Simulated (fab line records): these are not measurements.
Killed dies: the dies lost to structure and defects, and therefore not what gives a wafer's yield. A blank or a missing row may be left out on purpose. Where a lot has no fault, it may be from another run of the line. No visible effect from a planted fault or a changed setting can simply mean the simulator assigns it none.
Matching of chambers :: flow gf180mcu :: cmp-01 running GF_V5_CMP_04: 4 sister chambers
The step polishes SiO2. 8 wafers are shown with their chamber, then 8 later ones without.

== WAFERS PAIRED WITH THEIR CHAMBERS ==
wafer: L967.2
chamber: 2
motor_current_A (A): 12.5
retaining_ring_pressure_frac: 1.007

wafer: L967.6
chamber: 2
motor_current_A (A): 12.3
retaining_ring_pressure_frac: 1.002

wafer: L973.3
chamber: 3
motor_current_A (A): 13.3
retaining_ring_pressure_frac: 1.000

wafer: L985.2
chamber: 1
motor_current_A (A): 10.4
retaining_ring_pressure_frac: 0.999

wafer: L986.1
chamber: 3
motor_current_A (A): 13.3
retaining_ring_pressure_frac: 0.997

wafer: L986.3
chamber: 0
motor_current_A (A): 12.4
retaining_ring_pressure_frac: 1.000

wafer: L986.5
chamber: 0
motor_current_A (A): 12.2
retaining_ring_pressure_frac: 1.002

wafer: L987.2
chamber: 1
motor_current_A (A): 10.2
retaining_ring_pressure_frac: 0.998

== WAFERS WHOSE CHAMBER IS MISSING ==
wafer: L987.3
motor_current_A (A): 12.2
retaining_ring_pressure_frac: 0.995

wafer: L987.6
motor_current_A (A): 10.7
retaining_ring_pressure_frac: 0.995

wafer: L988.3
motor_current_A (A): 12.1
retaining_ring_pressure_frac: 1.001

wafer: L988.5
motor_current_A (A): 12.7
retaining_ring_pressure_frac: 0.997

wafer: L988.6
motor_current_A (A): 10.6
retaining_ring_pressure_frac: 0.995

wafer: L989.3
motor_current_A (A): 12.3
retaining_ring_pressure_frac: 0.995

wafer: L989.5
motor_current_A (A): 12.4
retaining_ring_pressure_frac: 0.996

wafer: L989.6
motor_current_A (A): 10.2
retaining_ring_pressure_frac: 1.000

== CHAMBER TAKEN BY EACH ==
wafer: L987.3
from the rows above: can't be placed: 0 or 2
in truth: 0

wafer: L987.6
from the rows above: 1
in truth: 1

wafer: L988.3
from the rows above: can't be placed: 0 or 2
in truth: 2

wafer: L988.5
from the rows above: can't be placed: 0 or 2 or 3
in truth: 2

wafer: L988.6
from the rows above: 1
in truth: 1

wafer: L989.3
from the rows above: can't be placed: 0 or 2
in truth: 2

wafer: L989.5
from the rows above: can't be placed: 0 or 2
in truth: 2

wafer: L989.6
from the rows above: 1
in truth: 1
Correct placement for 3 of the 8. These rows do not allow placing 5 (true chamber among the candidates in 5). Number placed wrongly: 0.
How it was worked out, from the rows above alone: a wafer's distance from a chamber is the root of the sum, over the readings, of the square of ((its reading less the chamber's mean) divided by the reading's scatter). The wafer belongs to the nearest chamber; if the next one is less than 2 further off, it can't be placed. For every chamber, the mean is computed from those of its wafers that are shown. The scatter: the root of (the sum of the squares of (reading less its chamber's mean) over the shown wafers, divided by (wafers less chambers)).
